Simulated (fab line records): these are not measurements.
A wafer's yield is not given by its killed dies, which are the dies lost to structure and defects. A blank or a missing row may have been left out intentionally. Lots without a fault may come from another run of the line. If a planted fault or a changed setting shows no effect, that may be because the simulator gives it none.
Comparing a struck lot with a sound one	flow gf180mcu	23 steps out of a route of 602
Sound: these wafers, L604.1, L604.3, L604.5. The struck wafers were L609.1, L609.2, L609.5. The cause is given at the end.
At each step with rows: each side's tool, then ch and its chambers, then its first start. Under that, the readings that differ: sound wafers	struck wafers	difference of the means	sigmas: that difference in standard deviations of wafers without a fault.
alike: readings with means less than 2 such deviations apart, plus words and numbers identical on both sides. not compared: withheld readings, readings lacking a value on some wafer, bounds such as >300 that could conceal the same value, and numbers that have no deviation in the record and whose values overlap.
The two part at a step that has a row with sigmas, a row that says differs or no value, or rows on one side only. Non-overlapping numbers with no deviation appear without sigmas and do not part them. Lack of a reading on every wafer of one side parts them only where that side has two or more wafers.

GF_V3_RS_MEAS_24: measures by four-point-probe.
  struck on film metro-04, day 25 02:46; sound on film metro-02, day 23 05:55
  alike: V3_W_RS
GF_V3_THK_MEAS_25: measures by xrf.
  struck on film metro-04, day 25 02:53; sound on film metro-02, day 23 06:02
  alike: V3_W_THK
GF_V3_CMP_26: polishes, stops on SiO2, t overpolish 15 s, target thk 0 nm.
  sound on cmp-02 ch 0,2,3, day 23 06:05; struck on cmp-01 ch 1,2,3, day 25 02:59
  alike: motor current A, overpolish run s, retaining ring pressure frac, time to endpoint s
GF_M4_SPUTTER_00: material Ti, target thk 37.5 nm, time 150 s.
  struck on pvd sputter-02, day 25 03:14; sound on pvd sputter-02, day 23 06:23
  alike: throttle valve pct
GF_M4_SPUTTER_01: material TiN, target thk 30 nm, time 25 s.
  struck on pvd sputter-02, day 25 03:20; sound on pvd sputter-02, day 23 06:29
  alike: throttle valve pct
GF_M4_SPUTTER_02: material AlCu, target thk 450 nm, time 23.9 s.
  struck on pvd sputter-02, day 25 03:22; sound on pvd sputter-02, day 23 06:31
  alike: throttle valve pct
then, 1 step without rows for these wafers: GF_M4_SPUTTER_03 (material Ti, target thk 10 nm, time 6.7 s).
GF_M4_SPUTTER_04: material TiN, target thk 50 nm, time 41.7 s.
  struck on pvd sputter-02, day 25 03:25; sound on pvd sputter-02, day 23 06:34
  alike: throttle valve pct
GF_M4_RS_MEAS_05: measures by four-point-probe.
  struck on film metro-04, day 25 03:28; sound on film metro-02, day 23 06:37
  alike: M4_ALCU_RS
GF_M4_THK_MEAS_06: measures by xrf.
  struck on film metro-04, day 25 03:35; sound on film metro-02, day 23 06:44
  alike: M4_ALCU_THK
then, 2 steps without rows for these wafers: GF_M4_DEHYDRATE_07 (time 60 s); GF_M4_HMDS_08 (prime time 60 s).
GF_M4_COAT_09: resist thk 1000 nm.
  sound on litho track-04 ch 0, day 23 17:53; struck on litho track-01 ch 0, day 25 14:14
reading	sound	struck	difference	sigmas
dispense pressure kPa (kPa)	54 54 54	47 47 47	-7	-2
model.KrF_of_M4_COAT_09.thk nm (nm)	1002 1003 1002	965.9 964.2 967.4	-36.5	
then, 4 steps without rows for these wafers: GF_M4_SOFTBAKE_10 (time 60 s); GF_M4_EXPOSE_11 (exposes mask Metal4, target cd 280 nm); GF_M4_PEB_12 (peb time 90 s); GF_M4_DEVELOP_13 (develop time 60 s).
GF_M4_CD_MEAS_14 targets a cd of 280 nm.
  struck on cd sem-02, day 26 00:20; sound on cd sem-01, day 24 05:11
  alike: cd nm
GF_M4_OVL_MEAS_15:
  struck on overlay-01, day 26 00:28; sound on overlay-02, day 24 05:18
  alike: M4_OVL
GF_M4_METAL_ETCH_16: etches the open film in Cl2/BCl3, stops on SiO2, target depth 750.8 nm, time 125.1 s.
  sound on rie metal-02 ch 0,1, day 24 05:20; struck on rie metal-04 ch 0,1, day 26 00:30
reading	sound	struck	difference	sigmas
model.KrF_of_M4_COAT_09.thk nm (nm)	690.5 688.8 687.9	651.8 654.5 656.7	-34.7	
  alike: drypump motor current A, oes product au, rf fwd power W, throttle valve pct
  not compared: rf hours counter h
GF_M4_STRIP_17: strips in O2/N2.
  sound on plasma asher-03 ch 0,1, day 24 05:28; struck on plasma asher-03 ch 0,1, day 26 00:38
reading	sound	struck	difference	sigmas
oes product au (a.u.)	0.534 0.543 0.538	0.531 0.528 0.516	-0.013	-3
strip time to endpoint s (s)	7.44 7.41 7.40	7.06 7.11 7.11	-0.32	-7
  alike: drypump motor current A, heater power w
  not compared: rf hours counter h
then, 1 step without rows for these wafers: GF_M4_STRIP_18 (strips in post etch residue remover, time 1200 s).
GF_PASSIVATION_PROBE_99:
  the record has rows for the sound wafers here (prober-02, day 29 16:43) and none for the struck ones

## WHERE THEY PART
Earliest at GF_M4_COAT_09; latest, in this record, at GF_PASSIVATION_PROBE_99.

WHY: what had been put in by the simulator
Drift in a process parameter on litho track-01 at GF_M4_COAT_09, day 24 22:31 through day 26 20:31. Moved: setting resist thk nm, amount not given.
